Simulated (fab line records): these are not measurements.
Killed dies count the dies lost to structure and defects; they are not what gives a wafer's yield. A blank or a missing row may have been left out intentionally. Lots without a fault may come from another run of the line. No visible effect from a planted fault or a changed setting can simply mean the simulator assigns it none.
Comparing a struck lot with a sound one :: flow sky130 :: 15 out of 708 route steps
Sound: these wafers, L969.2, L969.4, L969.5. Struck: wafers L958.1, L958.4, L958.6. Last of all comes the cause.
Each step with rows lists, per side, the tool, then ch with its chambers, then its first start. Under that, the readings that differ: sound wafers :: struck wafers :: difference of the means :: sigmas: that difference in standard deviations of wafers without a fault.
alike: a reading whose means differ by less than 2 such deviations, as well as words and numbers matching on both sides. not compared: withheld readings; readings where some wafer has no value; bounds like >300 that might hide an equal value; numbers whose values overlap and for which the record gives no deviation.
Wherever a step has rows on one side only, a row that says differs or no value, or a row with sigmas, the two part there. Non-overlapping numbers with no deviation appear without sigmas and do not part them. A reading that every wafer of one side lacks parts them only if that side has two wafers or more.

SKY_LI_CONTACT_SPUTTER_20: material TiN, target thk 20 nm, time 80 s.
  sound: pvdSputter-04 at day 35 18:21; struck: pvdSputter-03 at day 32 08:00
  alike: throttleValvePct
SKY_LI_CONTACT_CVD_21: deposits W, target thk 400 nm, time 120.56 s.
  sound on cvdW-02 ch 0, day 35 18:28; struck on cvdW-02 ch 1, day 32 08:04
  alike: heaterPowerW
SKY_LI_CONTACT_RS_MEAS_22: uses a four-point probe to measure.
  sound: filmMetro-02 at day 35 18:41; struck: filmMetro-01 at day 32 08:11
  alike: LI_CONTACT_W_RS
SKY_LI_CONTACT_THK_MEAS_23: measures by xrf.
  sound: filmMetro-02 at day 35 18:48; struck: filmMetro-01 at day 32 08:19
  alike: LI_CONTACT_W_THK
SKY_LI_CONTACT_CMP_24: polishes, stops on PSG, t overpolish 20 s, target thk 0 nm.
  sound on cmp-01 ch 0,1,3, day 35 18:54; struck on cmp-02 ch 1,3, day 32 08:22
  alike: motorCurrentA, overpolishRunS, timeToEndpointS
SKY_LOCAL_INTERCONNECT_SPUTTER_00: material TiN, target thk 100 nm, time 83.3 s.
  sound: pvdSputter-02 at day 35 19:09; struck: pvdSputter-01 at day 32 08:40
  alike: throttleValvePct
SKY_LOCAL_INTERCONNECT_RS_MEAS_01: uses a four-point probe to measure.
  sound: filmMetro-04 at day 35 19:14; struck: filmMetro-03 at day 32 08:44
reading: LOCAL_INTERCONNECT_TIN_RS (ohm/sq)
sound: 14.27 14.19 14.20
struck: 13.99 13.98 13.88
difference: -0.27
sigmas: -2
SKY_LOCAL_INTERCONNECT_THK_MEAS_02: measures by xrf.
  sound: filmMetro-04 at day 35 19:20; struck: filmMetro-03 at day 32 08:51
reading: LOCAL_INTERCONNECT_TIN_THK (nm)
sound: 99.3 100.3 100.1
struck: 101.4 101.7 102.5
difference: +2.0
sigmas: +2
then, 4 steps without rows for these wafers: SKY_LOCAL_INTERCONNECT_DEHYDRATE_03 (time 60 s); SKY_LOCAL_INTERCONNECT_HMDS_04 (prime time 60 s); SKY_LOCAL_INTERCONNECT_COAT_05 (resist thk 60 nm); SKY_LOCAL_INTERCONNECT_COAT_06 (resist thk 450 nm).
SKY_LOCAL_INTERCONNECT_SOFTBAKE_07: time 90 s.
  sound on lithoTrack-03 ch 0, day 36 08:00; struck on lithoTrack-01 ch 0, day 32 22:00
reading: runLengthS (s)
sound: 119.49 119.37 119.08
struck: 141.27 140.91 141.04
difference: +21.76
sigmas: +99 or more
  alike: exhaustPa, heaterPowerTotalW
then, 1 step without rows for these wafers: SKY_LOCAL_INTERCONNECT_EXPOSE_08 (exposes mask LI1M, target cd 170 nm).
-- the record jumps here: 15 days lie between the struck wafers' starts before and after (it left off in module LOCAL_INTERCONNECT and takes up again in module PAD_OPEN, whose first step shown is number 708 of the route) --
SKY_PAD_OPEN_PROBE_99:
  rows exist in the record for the struck wafers here (prober-01, day 48 02:26), but not for the sound ones

## WHERE THEY PART
Last at SKY_PAD_OPEN_PROBE_99 as far as this record goes, first at SKY_LOCAL_INTERCONNECT_RS_MEAS_01.

WHY: what had been put in by the simulator
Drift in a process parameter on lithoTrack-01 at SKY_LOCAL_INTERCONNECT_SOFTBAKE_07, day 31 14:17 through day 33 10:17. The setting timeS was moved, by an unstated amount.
